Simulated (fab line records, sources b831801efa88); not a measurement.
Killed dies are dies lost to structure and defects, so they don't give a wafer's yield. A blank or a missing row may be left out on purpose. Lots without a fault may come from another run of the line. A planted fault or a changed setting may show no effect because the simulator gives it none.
fab line records | flow sky130
record lots=7 wafers=21 last_day=50
route steps=708 shown VT_ADJUST_LVTN@109 VT_ADJUST_NCORE@119 VT_ADJUST_HVTR@131 VT_ADJUST_PCH@143 SONOS_TUNNEL@166
lots that met no fault: from a run of the same line without faults
start_h: hours from the record's first day to the start of the lot's first wafer shown | wait_h: hours since the lot's step before | " the same as in the row above | L1.1+2: a row that stands for several wafers | - no value, or no start given | * or withheld: withheld | < > ~ a bound
route shown NAME@n: a module of which the file shows steps, and the number in the route of the first | usual: mean/standard deviation of fault-free wafers | same: alike in all rows | chamber/n: place in a boat | sites: the reading at each site | _std_site: their standard deviation | _edge_site: outer sites' mean less inner sites' | radius_mm: how far each site lies from the wafer's centre | mask NAME#n: copy n | behind: the tool/chamber that last shaped the wafer | hold: why the lot was held/for how many hours/how that ended | device: the transistor (n, p or np) that didn't switch | end of line: the same wafers' tests at the end of the route | a step without rows: its recipe alone | killed: dies lost to structure and defects at the first sort, not the wafer's yield | map: a wafer's dies, x killed, . not, _ none there
set.NAME: the setting as run; set.NAME@STEP: as run at that earlier step | model.NAME: the simulator's own value behind a step, which no gauge read
lots at some steps of the route; a table a step, a row a wafer
services: from which hour (start_h, from the record's first day; less than 0 if before it) a tool's chamber was out of use, for how many hours, and why
## steps
# step SKY_VT_ADJUST_LVTN_HMDS_12
# recipe prime_time_s=60 prime_temp_c=120
# step SKY_VT_ADJUST_LVTN_COAT_13
# recipe resist=NOVOLAK spin_rpm=3000 resist_thk_nm=1140
# step SKY_VT_ADJUST_LVTN_SOFTBAKE_14
# recipe temp_c=90 time_s=60 resist=NOVOLAK
# step SKY_VT_ADJUST_LVTN_EXPOSE_15
# recipe mask_id=HVN_STD_DERIVED na=0.6 source_shape=conventional sigma_outer=0.6 polarization=unpolarized target_cd_nm=600 dose_mj=163
# step SKY_VT_ADJUST_LVTN_PEB_16
# recipe temp_c=withheld time_s=* resist=NOVOLAK
# step SKY_VT_ADJUST_LVTN_DEVELOP_17
# recipe resist=NOVOLAK developer=TMAH develop_time_s=60 dev_temp_c=23
# step SKY_VT_ADJUST_LVTN_OVL_MEAS_18
# usual VT_ADJUST_LVTN_01_OVL=-1.0/1.3
# columns lot.wafer tool chamber start_h wait_h VT_ADJUST_LVTN_01_OVL[nm]
L812.4 overlay-02 - 225.46 0.1 -0.5
L812.5 " - " " -0.4
L812.6 " - " " 1.7
L813.2 overlay-01 - 229.40 0.1 -3.1
L813.3 " - " " -3.2
L813.5 " - " " -1.1
L821.1 overlay-02 - 292.55 0.1 1.7
L821.2 " - " " 1.8
L821.4 " - " " 1.2
L822.1 overlay-01 - 292.79 0.1 0.2
L822.4 " - " " -2.6
L822.6 " - " " -0.5
L823.1 overlay-01 - 299.94 0.1 2.1
L823.2 " - " " 1.2
L823.5 " - " " -1.2
L824.2 overlay-01 - 308.49 0.1 -1.2
L824.3 " - " " -0.5
L824.5 " - " " -0.8
L826.3 overlay-01 - 325.46 0.1 -1.0
L826.5 " - " " -0.6
L826.6 " - " " -0.4
# step SKY_VT_ADJUST_LVTN_IMPLANT_19
# recipe species=B energy_kev=30 dose_cm2=6.5e+11 tilt_deg=withheld
# step SKY_VT_ADJUST_LVTN_STRIP_20
# recipe chemistry=O2/N2 power_w=1400 pressure_mtorr=1500 platen_temp_c=withheld o2_flow_sccm=3000 n2_flow_sccm=300 overash_fraction=0.5
# usual drypump_motor_current_A=5.5/0.54 oes_product_au=0.716/0.0048 strip_time_to_endpoint_s=14.18/0.043
# columns lot.wafer tool chamber start_h wait_h drypump_motor_current_A oes_product_au rf_hours_counter_h strip_time_to_endpoint_s
L812.4 plasma_asher-04 0 225.66 0.1 6.4 0.711 - 14.18
L812.5 " 1 " " 4.8 0.711 - 14.19
L812.6 " 0 " " 6.4 0.709 - 14.22
L813.2 plasma_asher-04 0 229.58 0.1 6.3 0.714 55 14.15
L813.3 " 0 " " 6.3 0.716 - 14.14
L813.5 " 1 " " 4.8 0.717 - 14.19
L821.1 plasma_asher-04 1 292.74 0.1 4.8 0.714 61 14.20
L821.2 " 0 " " 6.3 0.720 61 14.17
L821.4 " 1 " " 4.8 0.721 - 14.21
L822.1 plasma_asher-02 1 292.98 0.1 5.0 0.723 57 14.18
L822.4 " 1 " " 4.9 0.719 - 14.22
L822.6 " 1 " " 5.0 0.720 - 14.18
L823.1 plasma_asher-01 0 300.13 0.1 5.8 0.714 15 14.22
L823.2 " 1 " " 5.6 0.714 15 14.18
L823.5 " 1 " " 5.6 0.710 - 14.16
L824.2 plasma_asher-01 1 308.67 0.1 5.6 0.717 16 14.22
L824.3 " 1 " " 5.6 0.712 - 14.21
L824.5 " 0 " " 5.8 0.708 - 14.19
L826.3 plasma_asher-01 1 325.66 0.1 5.6 0.708 - 14.18
L826.5 " 0 " " 5.8 0.719 - 14.17
L826.6 " 1 " " 5.6 0.717 - 14.18
# step SKY_VT_ADJUST_LVTN_TW_MEAS_21
# usual VT_ADJUST_LVTN_2_TW=189.2/1.7
# columns lot.wafer tool chamber start_h wait_h VT_ADJUST_LVTN_2_TW
L812.4 film_metro-02 - 225.75 0.1 188.6
L812.5 " - " " 187.7
L812.6 " - " " 188.1
L813.2 film_metro-04 - 229.69 0.1 192.7
L813.3 " - " " 192.4
L813.5 " - " " 192.5
L821.1 film_metro-02 - 292.84 0.1 187.0
L821.2 " - " " 187.1
L821.4 " - " " 187.0
L822.1 film_metro-01 - 293.08 0.1 188.6
L822.4 " - " " 189.7
L822.6 " - " " 188.3
L823.1 film_metro-04 - 300.23 0.1 190.1
L823.2 " - " " 190.4
L823.5 " - " " 191.3
L824.2 film_metro-04 - 308.78 0.1 191.5
L824.3 " - " " 191.1
L824.5 " - " " 191.1
L826.3 film_metro-04 - 325.75 0.1 191.1
L826.5 " - " " 190.7
L826.6 " - " " 191.2
# step SKY_VT_ADJUST_NCORE_DEHYDRATE_00
# recipe temp_c=200 time_s=60
# step SKY_VT_ADJUST_NCORE_HMDS_01
# recipe prime_time_s=60 prime_temp_c=120
# step SKY_VT_ADJUST_NCORE_COAT_02
# recipe resist=NOVOLAK spin_rpm=3000 resist_thk_nm=1140
# usual chill_plate_temp_C=22.98/0.099 dispense_pressure_kPa=48/4 exhaust_pa=45.1/0.9
# columns lot.wafer tool chamber start_h wait_h chill_plate_temp_C dispense_pressure_kPa exhaust_pa
L812.4 litho_track-01 0 236.61 0.1 22.83 43 46.7
L812.5 " 0 " " 22.84 43 45.2
L812.6 " 0 " " 23.11 43 45.6
L813.2 litho_track-03 0 240.89 0.1 22.97 51 44.6
L813.3 " 0 " " 23.24 51 44.5
L813.5 " 0 " " 23.07 51 45.1
L821.1 litho_track-03 0 305.22 0.1 23.08 51 44.5
L821.2 " 0 " " 23.10 51 45.5
L821.4 " 0 " " 23.07 51 44.5
L822.1 litho_track-01 - 305.34 0.1 - - -
L822.4 " - " " - - -
L822.6 " - " " - - -
L823.1 litho_track-01 - 313.19 0.1 - - -
L823.2 " - " " - - -
L823.5 " - " " - - -
L824.2 litho_track-01 - 321.06 0.1 - - -
L824.3 " - " " - - -
L824.5 " - " " - - -
L826.3 litho_track-02 0 338.89 0.1 22.83 51 44.7
L826.5 " 0 " " 22.95 51 44.4
L826.6 " 0 " " 22.84 51 44.4
# step SKY_VT_ADJUST_NCORE_SOFTBAKE_03
# recipe temp_c=90 time_s=60 resist=NOVOLAK
# step SKY_VT_ADJUST_NCORE_EXPOSE_04
# recipe mask_id=LVTN_COMPLEMENT_THIN na=0.6 source_shape=conventional sigma_outer=0.6 polarization=unpolarized target_cd_nm=380 dose_mj=139
# step SKY_VT_ADJUST_NCORE_PEB_05
# recipe temp_c=withheld time_s=* resist=NOVOLAK
# step SKY_VT_ADJUST_NCORE_DEVELOP_06
# recipe resist=NOVOLAK developer=TMAH develop_time_s=60 dev_temp_c=23
# step SKY_VT_ADJUST_NCORE_CD_MEAS_07
# recipe target_cd_nm=380
# usual cd_nm=379.4/2.6
# columns lot.wafer tool chamber start_h wait_h cd_nm
L812.4 cd_sem-02 - 248.55 0.1 378.1
L812.5 " - " " 377.8
L812.6 " - " " 377.7
L813.2 cd_sem-01 - 252.76 0.1 379.6
L813.3 " - " " 380.2
L813.5 " - " " 378.9
L821.1 cd_sem-02 - 318.22 0.1 376.3
L821.2 " - " " 376.7
L821.4 " - " " 377.8
L822.1 cd_sem-01 - 318.52 0.1 -
L822.4 " - " " -
L822.6 " - " " -
L823.1 cd_sem-01 - 326.09 0.1 -
L823.2 " - " " -
L823.5 " - " " -
L824.2 cd_sem-01 - 334.74 0.1 -
L824.3 " - " " -
L824.5 " - " " -
L826.3 cd_sem-01 - 352.51 0.1 380.4
L826.5 " - " " 381.3
L826.6 " - " " 379.9
# step SKY_VT_ADJUST_NCORE_OVL_MEAS_08
# usual VT_ADJUST_NCORE_OVL=0.4/1.3
# columns lot.wafer tool chamber start_h wait_h VT_ADJUST_NCORE_OVL[nm]
L812.4 overlay-02 - 248.63 0.1 -1.5
L812.5 " - " " -0.9
L812.6 " - " " -0.4
L813.2 overlay-02 - 252.86 0.1 2.4
L813.3 " - " " 2.0
L813.5 " - " " 1.5
L821.1 overlay-01 - 318.34 0.1 2.0
L821.2 " - " " 0.8
L821.4 " - " " 3.3
L822.1 overlay-02 - 318.64 0.1 -
L822.4 " - " " -
L822.6 " - " " -
L823.1 overlay-01 - 326.21 0.1 -
L823.2 " - " " -
L823.5 " - " " -
L824.2 overlay-02 - 334.84 0.1 -
L824.3 " - " " -
L824.5 " - " " -
L826.3 overlay-01 - 352.60 0.1 2.4
L826.5 " - " " 1.4
L826.6 " - " " 2.6
# step SKY_VT_ADJUST_NCORE_IMPLANT_09
# recipe species=B energy_kev=10 dose_cm2=2.4e+12 tilt_deg=withheld
# step SKY_VT_ADJUST_NCORE_STRIP_10
# recipe chemistry=O2/N2 power_w=1400 pressure_mtorr=1500 platen_temp_c=withheld o2_flow_sccm=3000 n2_flow_sccm=300 overash_fraction=0.5
# usual drypump_motor_current_A=5.6/0.56 oes_product_au=0.716/0.0041 strip_time_to_endpoint_s=14.174/0.028
# columns lot.wafer tool chamber start_h wait_h drypump_motor_current_A oes_product_au rf_hours_counter_h strip_time_to_endpoint_s
L812.4 plasma_asher-02 1 248.98 0.1 5.0 0.715 - 14.148
L812.5 " 0 " " 5.2 0.715 - 14.132
L812.6 " 1 " " 5.0 0.719 - 14.176
L813.2 plasma_asher-02 1 253.04 0.1 5.0 0.715 52 14.184
L813.3 " 0 " " 5.2 0.720 - 14.160
L813.5 " 1 " " 5.0 0.719 - 14.173
L821.1 plasma_asher-03 1 318.52 0.1 6.2 0.716 51 14.229
L821.2 " 0 " " 5.7 0.720 51 14.184
L821.4 " 1 " " 6.2 0.714 - 14.232
L822.1 plasma_asher-02 1 318.82 0.1 5.0 - 59 -
L822.4 " 1 " " 5.0 - - -
L822.6 " 1 " " 5.0 - - -
L823.1 plasma_asher-02 1 326.39 0.1 5.0 - 60 -
L823.2 " 0 " " 5.2 - 60 -
L823.5 " 0 " " 5.2 - - -
L824.2 plasma_asher-04 1 335.02 0.1 4.8 - 65 -
L824.3 " 0 " " 6.4 - - -
L824.5 " 1 " " 4.8 - - -
L826.3 plasma_asher-02 0 352.81 0.1 5.2 0.712 - 14.182
L826.5 " 0 " " 5.2 0.710 - 14.220
L826.6 " 1 " " 5.0 0.718 - 14.251
# step SKY_VT_ADJUST_NCORE_TW_MEAS_11
# usual VT_ADJUST_NCORE_TW=219.7/2.6
# columns lot.wafer tool chamber start_h wait_h VT_ADJUST_NCORE_TW
L812.4 film_metro-02 - 249.08 0.1 218.6
L812.5 " - " " 219.3
L812.6 " - " " 218.4
L813.2 film_metro-04 - 253.15 0.1 223.5
L813.3 " - " " 223.8
L813.5 " - " " 222.4
L821.1 film_metro-02 - 318.62 0.1 217.9
L821.2 " - " " 217.2
L821.4 " - " " 217.1
L822.1 film_metro-04 - 318.92 0.1 222.7
L822.4 " - " " 222.8
L822.6 " - " " 222.8
L823.1 film_metro-02 - 326.49 0.1 217.6
L823.2 " - " " 217.2
L823.5 " - " " 217.6
L824.2 film_metro-04 - 335.13 0.1 223.2
L824.3 " - " " 222.5
L824.5 " - " " 223.0
L826.3 film_metro-02 - 352.89 0.1 215.4
L826.5 " - " " 216.0
L826.6 " - " " 215.4
# step SKY_VT_ADJUST_HVTR_DEHYDRATE_00
# recipe temp_c=200 time_s=60
# step SKY_VT_ADJUST_HVTR_HMDS_01
# recipe prime_time_s=60 prime_temp_c=120
# step SKY_VT_ADJUST_HVTR_COAT_02
# recipe resist=NOVOLAK spin_rpm=3000 resist_thk_nm=1140
# step SKY_VT_ADJUST_HVTR_SOFTBAKE_03
# recipe temp_c=90 time_s=60 resist=NOVOLAK
# step SKY_VT_ADJUST_HVTR_EXPOSE_04
# recipe mask_id=HVTRM target_cd_nm=380 na=0.6 source_shape=conventional sigma_outer=0.6 dose_mj=150
# step SKY_VT_ADJUST_HVTR_PEB_05
# recipe temp_c=withheld time_s=* resist=NOVOLAK
# step SKY_VT_ADJUST_HVTR_DEVELOP_06
# recipe develop_time_s=60 dev_temp_c=23
# step SKY_VT_ADJUST_HVTR_CD_MEAS_07
# recipe target_cd_nm=380
# usual cd_nm=379.7/2.4
# columns lot.wafer tool chamber start_h wait_h cd_nm
L812.4 cd_sem-01 - 273.25 0.1 382.0
L812.5 " - " " 380.8
L812.6 " - " " 379.9
L813.2 cd_sem-02 - 277.02 0.1 379.3
L813.3 " - " " 382.1
L813.5 " - " " 379.1
L821.1 cd_sem-02 - 345.42 0.1 375.9
L821.2 " - " " 379.4
L821.4 " - " " 380.9
L822.1 cd_sem-01 - 346.00 0.1 384.9
L822.4 " - " " 381.4
L822.6 " - " " 381.7
L823.1 cd_sem-02 - 353.34 0.1 380.1
L823.2 " - " " 383.1
L823.5 " - " " 379.9
L824.2 cd_sem-01 - 362.51 0.1 379.5
L824.3 " - " " 378.7
L824.5 " - " " 379.9
L826.3 cd_sem-01 - 380.11 0.1 379.7
L826.5 " - " " 381.0
L826.6 " - " " 378.6
# step SKY_VT_ADJUST_HVTR_OVL_MEAS_08
# usual VT_ADJUST_HVTR_OVL=-0.3/1.2
# columns lot.wafer tool chamber start_h wait_h VT_ADJUST_HVTR_OVL[nm]
L812.4 overlay-01 - 273.32 0.1 -0.5
L812.5 " - " " -1.1
L812.6 " - " " 0.9
L813.2 overlay-02 - 277.13 0.1 -2.1
L813.3 " - " " -0.1
L813.5 " - " " -1.1
L821.1 overlay-01 - 345.54 0.1 0.1
L821.2 " - " " 0.3
L821.4 " - " " 0.3
L822.1 overlay-02 - 346.12 0.1 1.0
L822.4 " - " " 0.8
L822.6 " - " " 2.8
L823.1 overlay-02 - 353.46 0.1 0.6
L823.2 " - " " 0.4
L823.5 " - " " 0.0
L824.2 overlay-02 - 362.61 0.1 1.1
L824.3 " - " " 1.2
L824.5 " - " " 1.9
L826.3 overlay-02 - 380.20 0.1 -0.5
L826.5 " - " " -0.2
L826.6 " - " " 2.2
# step SKY_VT_ADJUST_HVTR_IMPLANT_09
# recipe species=B energy_kev=10 dose_cm2=2.1e+12 tilt_deg=withheld
# step SKY_VT_ADJUST_HVTR_STRIP_10
# recipe chemistry=O2/N2 power_w=1400 pressure_mtorr=1500 platen_temp_c=withheld o2_flow_sccm=3000 n2_flow_sccm=300 overash_fraction=0.5
# usual drypump_motor_current_A=5.8/0.47 oes_product_au=0.716/0.0047 strip_time_to_endpoint_s=14.19/0.036
# columns lot.wafer tool chamber start_h wait_h drypump_motor_current_A oes_product_au rf_hours_counter_h strip_time_to_endpoint_s
L812.4 plasma_asher-03 0 273.53 0.1 5.7 0.714 - 14.13
L812.5 " 0 " " 5.7 0.721 - 14.16
L812.6 " 1 " " 6.2 0.713 - 14.18
L813.2 plasma_asher-04 1 277.31 0.1 4.9 0.720 59 14.16
L813.3 " 0 " " 6.3 0.713 - 14.13
L813.5 " 1 " " 4.9 0.712 - 14.15
L821.1 plasma_asher-04 0 345.72 0.1 6.3 0.716 67 14.13
L821.2 " 1 " " 4.9 0.719 67 14.19
L821.4 " 1 " " 4.9 0.728 - 14.11
L822.1 plasma_asher-03 1 346.31 0.1 6.2 0.718 54 14.17
L822.4 " 1 " " 6.2 0.712 - 14.19
L822.6 " 1 " " 6.2 0.711 - 14.21
L823.1 plasma_asher-04 0 353.64 0.1 6.4 0.710 67 14.23
L823.2 " 1 " " 4.8 0.717 67 14.21
L823.5 " 1 " " 4.8 0.717 - 14.26
L824.2 plasma_asher-03 1 362.79 0.1 6.2 0.711 56 14.20
L824.3 " 1 " " 6.2 0.715 - 14.19
L824.5 " 0 " " 5.7 0.715 - 14.19
L826.3 plasma_asher-01 1 380.41 0.1 5.7 0.716 - 14.26
L826.5 " 0 " " 5.8 0.717 - 14.17
L826.6 " 1 " " 5.6 0.721 - 14.18
# step SKY_VT_ADJUST_HVTR_TW_MEAS_11
# usual VT_ADJUST_HVTR_TW=212.1/2.5
# columns lot.wafer tool chamber start_h wait_h VT_ADJUST_HVTR_TW
L812.4 film_metro-04 - 273.62 0.1 214.9
L812.5 " - " " 215.2
L812.6 " - " " 215.5
L813.2 film_metro-04 - 277.42 0.1 215.6
L813.3 " - " " 214.9
L813.5 " - " " 215.2
L821.1 film_metro-03 - 345.82 0.1 209.7
L821.2 " - " " 209.6
L821.4 " - " " 208.6
L822.1 film_metro-04 - 346.41 0.1 268.3
L822.4 " - " " 266.9
L822.6 " - " " 268.8
L823.1 film_metro-03 - 353.74 0.1 260.9
L823.2 " - " " 260.8
L823.5 " - " " 260.6
L824.2 film_metro-01 - 362.90 0.1 264.1
L824.3 " - " " 263.9
L824.5 " - " " 265.9
L826.3 film_metro-03 - 380.49 0.1 209.6
L826.5 " - " " 208.8
L826.6 " - " " 209.4
# step SKY_VT_ADJUST_PCH_DEHYDRATE_00
# recipe temp_c=200 time_s=60
# step SKY_VT_ADJUST_PCH_HMDS_01
# recipe prime_time_s=60 prime_temp_c=120
# step SKY_VT_ADJUST_PCH_COAT_02
# recipe spin_rpm=2000 resist_thk_nm=3000
# step SKY_VT_ADJUST_PCH_SOFTBAKE_03
# recipe temp_c=110 time_s=withheld
# step SKY_VT_ADJUST_PCH_EXPOSE_04
# recipe mask_id=NWM na=0.6 source_shape=conventional sigma_outer=0.6 polarization=unpolarized target_cd_nm=840 dose_mj=255
# step SKY_VT_ADJUST_PCH_PEB_05
# recipe temp_c=115 time_s=withheld
# step SKY_VT_ADJUST_PCH_DEVELOP_06
# recipe wall_angle_deg=90 developer=TMAH develop_time_s=60 dev_temp_c=23
# step SKY_VT_ADJUST_PCH_OVL_MEAS_07
# usual VT_ADJUST_PCH_OVL=-0.9/1.4
# columns lot.wafer tool chamber start_h wait_h VT_ADJUST_PCH_OVL[nm]
L812.4 overlay-01 - 297.97 - 1.3
L812.5 " - " " 2.8
L812.6 " - " " -0.1
L813.2 overlay-01 - 302.64 - -2.2
L813.3 " - " " 0.9
L813.5 " - " " 1.3
L821.1 overlay-02 - 374.05 - -1.0
L821.2 " - " " -0.8
L821.4 " - " " -2.1
L822.1 overlay-02 - 374.94 - -2.5
L822.4 " - " " -0.9
L822.6 " - " " -1.5
L823.1 overlay-02 - 380.90 - -1.4
L823.2 " - " " -3.0
L823.5 " - " " -4.4
L824.2 overlay-01 - 391.07 - 0.9
L824.3 " - " " 0.3
L824.5 " - " " 1.7
L826.3 overlay-02 - 408.61 - -1.2
L826.5 " - " " 1.2
L826.6 " - " " -0.5
# step SKY_VT_ADJUST_PCH_TW_MEAS_10
# usual VT_ADJUST_PCH_TW=142.5/1.1
# columns lot.wafer tool chamber start_h wait_h VT_ADJUST_PCH_TW
L812.4 film_metro-02 - 298.27 0.1 141.9
L812.5 " - " " 142.2
L812.6 " - " " 141.8
L813.2 film_metro-01 - 302.93 0.1 142.4
L813.3 " - " " 143.5
L813.5 " - " " 143.1
L821.1 film_metro-02 - 374.34 0.1 141.5
L821.2 " - " " 141.6
L821.4 " - " " 141.3
L822.1 film_metro-01 - 375.23 0.1 232.5
L822.4 " - " " 234.0
L822.6 " - " " 232.6
L823.1 film_metro-01 - 381.19 0.1 233.8
L823.2 " - " " 231.9
L823.5 " - " " 233.3
L824.2 film_metro-01 - 391.36 0.1 232.9
L824.3 " - " " 234.9
L824.5 " - " " 234.3
L826.3 film_metro-02 - 408.91 0.1 141.7
L826.5 " - " " 141.7
L826.6 " - " " 141.7
# step SKY_SONOS_TUNNEL_TW_MEAS_12
# usual SONOS_TUNNEL_TW=199.0/2.6
# columns lot.wafer tool chamber start_h wait_h SONOS_TUNNEL_TW
L812.4 film_metro-04 - 324.51 0.0 201.2
L812.5 " - " " 202.4
L812.6 " - " " 200.2
L813.2 film_metro-04 - 329.44 0.0 201.7
L813.3 " - " " 201.5
L813.5 " - " " 201.6
L821.1 film_metro-02 - 402.02 0.0 194.6
L821.2 " - " " 194.2
L821.4 " - " " 193.9
L822.1 film_metro-02 - 402.47 0.0 252.4
L822.4 " - " " 251.4
L822.6 " - " " 251.4
L823.1 film_metro-01 - 410.85 0.0 258.8
L823.2 " - " " 257.5
L823.5 " - " " 259.5
L824.2 film_metro-02 - 421.05 0.0 253.8
L824.3 " - " " 252.4
L824.5 " - " " 253.0
L826.3 film_metro-04 - 439.65 0.0 202.0
L826.5 " - " " 201.5
L826.6 " - " " 201.9
## services
# columns tool chamber start_h hours kind
plasma_asher-04 - 253.23 1.3 repair
plasma_asher-01 - 274.47 25.6 pm
plasma_asher-02 - 354.79 15.6 pm
## key
first_sign step=SKY_VT_ADJUST_NCORE_COAT_02 reading=tool_record direction=missing
effect step=SKY_VT_ADJUST_NCORE_CD_MEAS_07 reading=cd_nm direction=missing
effect step=SKY_VT_ADJUST_NCORE_OVL_MEAS_08 reading=VT_ADJUST_NCORE_OVL direction=missing
effect step=SKY_VT_ADJUST_HVTR_TW_MEAS_11 reading=VT_ADJUST_HVTR_TW direction=up sigmas=21 usual=212.1 struck=264.5
effect step=SKY_VT_ADJUST_PCH_TW_MEAS_10 reading=VT_ADJUST_PCH_TW direction=up sigmas=83 usual=142.5 struck=233.3
effect step=SKY_SONOS_TUNNEL_TW_MEAS_12 reading=SONOS_TUNNEL_TW direction=up sigmas=21 usual=199.0 struck=254.5
met_at SKY_VT_ADJUST_NCORE_COAT_02
struck_wafers L822.1,L822.4,L822.6,L823.1,L823.2,L823.5,L824.2,L824.3,L824.5
sort_left_out L822.1,L822.4,L822.6,L823.1,L823.2,L823.5,L824.2,L824.3,L824.5
tester_left_out L822,L823,L824
onset_between 236.61 305.34
fault kind=skipped_step_whole tool=litho_track-01 chamber=- onset_h=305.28 steps=SKY_VT_ADJUST_NCORE_COAT_02 scope=struck_lots_only
# tester_left_out: of these lots the tester's yield and bins aren't shown, on N5 and GAA mostly nor the transistor test; their killed dies are dies lost to structure and defects alone, not to doping, threshold or leakage, so they don't give the yield
# sort_left_out: the simulated sort isn't trusted on such a fault, so these wafers' sort isn't shown, and their yield isn't known
